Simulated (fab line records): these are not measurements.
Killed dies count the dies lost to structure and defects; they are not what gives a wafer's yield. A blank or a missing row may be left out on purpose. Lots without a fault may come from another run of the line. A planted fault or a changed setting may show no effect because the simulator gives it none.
Which tool is to blame? | flow sfq line | 45 wafers from 15 lots sampled at 2 of the route's 325 steps

== WHAT THE GAUGES SHOWED, per wafer ==
SFQ_M1_RS_MEAS_909: measurement is done with a four-point probe. Usual: M1_NB_RS gives 0.893 ohm/sq (standard deviation 0.01).
lot  | measured     | on            | M1_NB_RS (ohm/sq) | flag
L749 | day 10 07:01 | film metro-04 | 0.901 0.888 0.898 |
L750 | day 10 13:00 | film metro-04 | 0.874 0.882 0.886 |
L751 | day 10 19:02 | film metro-04 | 0.902 0.913 0.905 |
L752 | day 11 03:25 | film metro-04 | 0.896 0.884 0.896 |
L753 | day 11 08:13 | film metro-01 | 0.874 0.874 0.878 |
L754 | day 11 10:37 | film metro-04 | 0.884 0.880 0.886 |
L756 | day 11 22:48 | film metro-01 | 0.883 0.899 0.903 |
L757 | day 12 10:37 | film metro-04 | 0.905 0.903 0.908 |
L758 | day 12 15:25 | film metro-04 | 0.904 0.899 0.897 |
L760 | day 13 23:00 | film metro-01 | 0.886 0.893 0.896 |
L762 | day 14 02:39 | film metro-04 | 0.890 0.889 1.155 | OFF
L764 | day 15 02:43 | film metro-01 | 0.889 0.892 1.155 | OFF
L765 | day 15 08:48 | film metro-01 | 0.895 1.150 1.157 | OFF
L767 | day 15 21:41 | film metro-01 | 0.885 0.879 0.879 |
L769 | day 16 12:07 | film metro-02 | 0.900 0.912 0.912 |

== WHAT TOOL EACH LOT RAN ON (gives the tool, then ch and the chambers of the sampled wafers, and finally the start) ==
lot  | SFQ_TRILAYER_M1_DEP_SPUTTER_037
L749 | pvd sputter-03, day 10 06:55
L750 | pvd sputter-04, day 10 12:55
L751 | pvd sputter-03, day 10 18:55
L752 | pvd sputter-03, day 11 03:19
L753 | pvd sputter-03, day 11 08:08
L754 | pvd sputter-04, day 11 10:32
L756 | pvd sputter-03, day 11 22:41
L757 | pvd sputter-06, day 12 10:31
L758 | pvd sputter-06, day 12 15:19
L760 | pvd sputter-03, day 13 22:54
L762 | pvd sputter-03, day 14 02:31
L764 | pvd sputter-03, day 15 02:38
L765 | pvd sputter-03, day 15 08:43
L767 | pvd sputter-04, day 15 21:36
L769 | pvd sputter-06, day 16 12:00
- SFQ_TRILAYER_M1_DEP_SPUTTER_037: material Nb, target thk 200 nm, time 133.3 s.

== AS READ BY THE TOOLS THEMSELVES (means over the sampled wafers that have a number; for cases with no such wafer, the mark the record gives instead) ==
SFQ_TRILAYER_M1_DEP_SPUTTER_037. Usual: 29.3 % for throttle valve pct, sd 0.58.
lot  | tool           | throttle valve pct (%) | flag
L749 | pvd sputter-03 | 29.2                   |
L750 | pvd sputter-04 | 29.4                   |
L751 | pvd sputter-03 | 29.9                   |
L752 | pvd sputter-03 | 29.4                   |
L753 | pvd sputter-03 | 29.0                   |
L754 | pvd sputter-04 | 28.1                   |
L756 | pvd sputter-03 | 29.2                   |
L757 | pvd sputter-06 | 29.4                   |
L758 | pvd sputter-06 | 29.5                   |
L760 | pvd sputter-03 | 29.2                   |
L762 | pvd sputter-03 | 28.9                   |
L764 | pvd sputter-03 | 29.1                   |
L765 | pvd sputter-03 | 28.8                   |
L767 | pvd sputter-04 | 29.1                   |
L769 | pvd sputter-06 | 29.2                   |

== THE ANSWER, worked out from the rows above alone ==
Rule: take the mean of a lot's wafers that have a number; if it is more than 3 standard deviations from the usual mean, the lot is off. A lot without any number at a reading at which 4 lots or more have one is off too. Any other lot the step has rows for is counted as sound. After the gauges, taken in route order, come the tools' own readings; for these a lot's mean is taken, as printed above. At the first step where some lot is off, the reading lying furthest off is the one used; lots without a number count as furthest.
Off: L762, L764, L765, at SFQ_M1_RS_MEAS_909 (M1_NB_RS).
A tool fits if, at a process step before that reading, it ran every lot that is off, and no sound lot after the first of them. Those tools and the gauges at SFQ_M1_RS_MEAS_909 are tried in the same way. One fits: SFQ_TRILAYER_M1_DEP_SPUTTER_037 on pvd sputter-03. A fault onset in the window from L760 (day 13 22:54, its last sound lot) to L762 (day 14 02:31, its first lot off) fits.

== WHAT THE SIMULATOR HAD PUT IN ==
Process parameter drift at SFQ_TRILAYER_M1_DEP_SPUTTER_037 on pvd sputter-03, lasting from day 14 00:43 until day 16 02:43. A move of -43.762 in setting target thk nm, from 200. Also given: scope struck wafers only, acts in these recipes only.
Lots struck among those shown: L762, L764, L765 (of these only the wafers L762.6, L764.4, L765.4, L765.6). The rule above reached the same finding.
